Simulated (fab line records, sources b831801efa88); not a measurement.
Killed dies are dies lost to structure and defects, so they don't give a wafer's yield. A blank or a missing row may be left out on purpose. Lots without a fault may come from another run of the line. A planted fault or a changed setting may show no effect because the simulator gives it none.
Which tool did it? | flow sky130 | 12 lots, 36 wafers sampled, at 5 steps of a route of 708

WHAT THE GAUGES READ, wafer by wafer
SKY_VIA1_RS_MEAS_22: measures by four-point-probe. Usual: VIA1_W_RS 0.427 ohm/sq, standard deviation 0.0039.
lot  | measured     | on            | VIA1_W_RS (ohm/sq)                        | flag
L387 | day 34 07:53 | film_metro-02 | 0.426 0.428 0.432                         |
L388 | day 34 13:07 | film_metro-01 | 0.423 0.427 0.423                         |
L390 | day 35 10:01 | film_metro-03 | 0.419 0.423 0.426                         |
L395 | day 36 20:40 | film_metro-01 | 58.353 57.362 58.269 58.230 57.405 58.256 | OFF
L396 | day 37 09:27 | film_metro-02 | 58.342 58.955 58.191 58.313 58.933 58.224 | OFF
L399 | day 38 04:22 | film_metro-03 | 0.429 0.426 0.432                         |
L400 | day 38 10:11 | film_metro-03 | 0.422 0.418 0.426                         |
L401 | day 38 15:26 | film_metro-01 | 0.425 0.419 0.430                         |
L402 | day 39 05:56 | film_metro-02 | 0.431 0.432 0.422                         |
L404 | day 39 14:43 | film_metro-01 | 0.424 0.420 0.419                         |
L403 | day 39 15:32 | film_metro-02 | 0.429 0.424 0.423                         |
L407 | day 40 08:34 | film_metro-01 | 0.423 0.426 0.429                         |

SKY_METAL2_OVL_MEAS_16. Usual: METAL2_OVL 2 nm, standard deviation 5.8.
lot  | measured     | on         | METAL2_OVL (nm) | flag
L387 | day 35 10:35 | overlay-02 | 3 -5 -6         |
L388 | day 35 14:58 | overlay-01 | 0 3 3           |
L390 | day 36 12:37 | overlay-02 | 5 2 -1          |
L399 | day 39 06:02 | overlay-01 | 4 3 1           |
L400 | day 39 11:05 | overlay-02 | -5 -12 -5       |
L401 | day 39 16:56 | overlay-02 | 4 4 2           |
L402 | day 40 07:34 | overlay-01 | 8 10 9          |
L404 | day 40 14:46 | overlay-01 | 6 4 12          |
L403 | day 40 17:17 | overlay-02 | 11 14 11        |
L407 | day 41 10:05 | overlay-01 | -2 -4 0         |

WHICH TOOL RAN EACH LOT (tool, then ch and the chambers of the sampled wafers, then the start)
lot  | SKY_CONTACT_CVD_00              | SKY_METAL1_SPUTTER_02        | SKY_VIA1_CVD_21
L387 | pecvd-03 ch 0,2, day 30 18:46   | pvd_sputter-01, day 31 23:41 | cvd_w-02 ch 0,1, day 34 07:47
L388 | pecvd-01 ch 1,2, day 30 23:19   | pvd_sputter-01, day 32 04:41 | cvd_w-02 ch 1, day 34 12:56
L390 | pecvd-04 ch 0,1, day 31 20:34   | pvd_sputter-01, day 33 02:45 | cvd_w-02 ch 0,1, day 35 09:56
L395 | pecvd-03 ch 0,1,2, day 33 09:34 | pvd_sputter-04, day 34 14:46 | cvd_w-02 ch 0,1, day 36 20:35
L396 | pecvd-03 ch 0,1,2, day 33 18:07 | pvd_sputter-02, day 35 03:28 | cvd_w-01 ch 0,1, day 37 09:19
L399 | pecvd-01 ch 0,1, day 34 17:23   | pvd_sputter-01, day 35 21:04 | cvd_w-02 ch 0,1, day 38 04:16
L400 | pecvd-03 ch 0,1,2, day 34 23:52 | pvd_sputter-04, day 36 03:31 | cvd_w-01 ch 0,1, day 38 10:05
L401 | pecvd-03 ch 0,2, day 35 05:31   | pvd_sputter-04, day 36 10:14 | cvd_w-02 ch 0,1, day 38 15:20
L402 | pecvd-03 ch 0,2, day 35 19:16   | pvd_sputter-01, day 37 00:05 | cvd_w-01 ch 0,1, day 39 05:50
L404 | pecvd-03 ch 0,2, day 36 06:25   | pvd_sputter-02, day 37 09:44 | cvd_w-02 ch 0,1, day 39 14:38
L403 | pecvd-04 ch 0,1,2, day 36 06:50 | pvd_sputter-04, day 37 10:20 | cvd_w-02 ch 0,1, day 39 15:26
L407 | pecvd-01 ch 0,2, day 37 00:22   | pvd_sputter-02, day 38 04:24 | cvd_w-01 ch 0,1, day 40 08:28
- SKY_CONTACT_CVD_00: deposits Si3N4, target thk 75 nm.
- SKY_METAL1_SPUTTER_02: material AlCu, target thk 250 nm, time 13.3 s.
- SKY_VIA1_CVD_21: deposits W, target thk 270 nm, time 80.902 s.

WHAT THE TOOLS THEMSELVES READ (means of the sampled wafers that have a number; where no wafer has one, the mark that the record gives instead)
SKY_CONTACT_CVD_00. Usual: heater_power_outer_w 409 W, standard deviation 71; heater_power_w 720 W, standard deviation 90; rf_fwd_power_W 444.5 W, standard deviation 2.
lot  | tool     | heater_power_outer_w (W) | heater_power_w (W) | rf_fwd_power_W (W) | flag
L387 | pecvd-03 | 336                      | 644                | 444.1              |
L388 | pecvd-01 | 421                      | 715                | 445.1              |
L390 | pecvd-04 | 449                      | 802                | 446.6              |
L395 | pecvd-03 | 358                      | 664                | 444.2              |
L396 | pecvd-03 | 371                      | 676                | 444.7              |
L399 | pecvd-01 | 421                      | 744                | 443.9              |
L400 | pecvd-03 | 349                      | 650                | 444.1              |
L401 | pecvd-03 | 346                      | 652                | 446.3              |
L402 | pecvd-03 | 327                      | 617                | 445.7              |
L404 | pecvd-03 | 317                      | 611                | 446.1              |
L403 | pecvd-04 | 458                      | 772                | 444.0              |
L407 | pecvd-01 | 479                      | 823                | 444.1              |

SKY_METAL1_SPUTTER_02. Usual: throttle_valve_pct 30.1 %, standard deviation 1.4.
lot  | tool           | throttle_valve_pct (%) | flag
L387 | pvd_sputter-01 | 31.2                   |
L388 | pvd_sputter-01 | 30.4                   |
L390 | pvd_sputter-01 | 29.9                   |
L395 | pvd_sputter-04 | 30.1                   |
L396 | pvd_sputter-02 | 29.1                   |
L399 | pvd_sputter-01 | 30.2                   |
L400 | pvd_sputter-04 | 30.2                   |
L401 | pvd_sputter-04 | 30.1                   |
L402 | pvd_sputter-01 | 30.3                   |
L404 | pvd_sputter-02 | 29.7                   |
L403 | pvd_sputter-04 | 30.5                   |
L407 | pvd_sputter-02 | 30.9                   |

SKY_VIA1_CVD_21. Usual: chamber_pressure_Torr 40.00 Torr, standard deviation 0.093; heater_power_outer_w 552 W, standard deviation 40; heater_power_w 915 W, standard deviation 69.
lot  | tool     | chamber_pressure_Torr (Torr) | heater_power_outer_w (W) | heater_power_w (W) | flag
L387 | cvd_w-02 | 40.04                        | 533                      | 873                |
L388 | cvd_w-02 | 40.02                        | 503                      | 864                |
L390 | cvd_w-02 | 39.90                        | 559                      | 910                |
L395 | cvd_w-02 | -                            | -                        | -                  | OFF
L396 | cvd_w-01 | -                            | -                        | -                  | OFF
L399 | cvd_w-02 | 40.11                        | 561                      | 906                |
L400 | cvd_w-01 | 40.00                        | 582                      | 972                |
L401 | cvd_w-02 | 39.91                        | 528                      | 888                |
L402 | cvd_w-01 | 39.99                        | 587                      | 975                |
L404 | cvd_w-02 | 39.87                        | 550                      | 872                |
L403 | cvd_w-02 | 40.04                        | 521                      | 859                |
L407 | cvd_w-01 | 40.05                        | 559                      | 919                |

THE ANSWER, worked out from the rows above alone
Rule: a lot is off if the mean of its wafers that have a number lies more than 3 standard deviations from the usual mean. A lot without any number at a reading at which 4 lots or more have one is off too. The other lots that the step has rows for count as sound. The gauges are gone through in route order, then the tools' own readings, and for those a lot's mean is taken as printed above. The first step at which some lot is off is used, and at that step the reading that is off furthest; a lot without a number counts as furthest.
Off: L395, L396, at SKY_VIA1_RS_MEAS_22 (VIA1_W_RS).
A tool fits if, at a process step before that reading, it ran every lot that is off, and no sound lot after the first of them. The gauges at SKY_VIA1_RS_MEAS_22 aren't tried: what is off there is off at SKY_VIA1_CVD_21 too, on other tools, and a gauge's error can't cause that. None of those tried fits.

WHAT THE SIMULATOR HAD PUT IN
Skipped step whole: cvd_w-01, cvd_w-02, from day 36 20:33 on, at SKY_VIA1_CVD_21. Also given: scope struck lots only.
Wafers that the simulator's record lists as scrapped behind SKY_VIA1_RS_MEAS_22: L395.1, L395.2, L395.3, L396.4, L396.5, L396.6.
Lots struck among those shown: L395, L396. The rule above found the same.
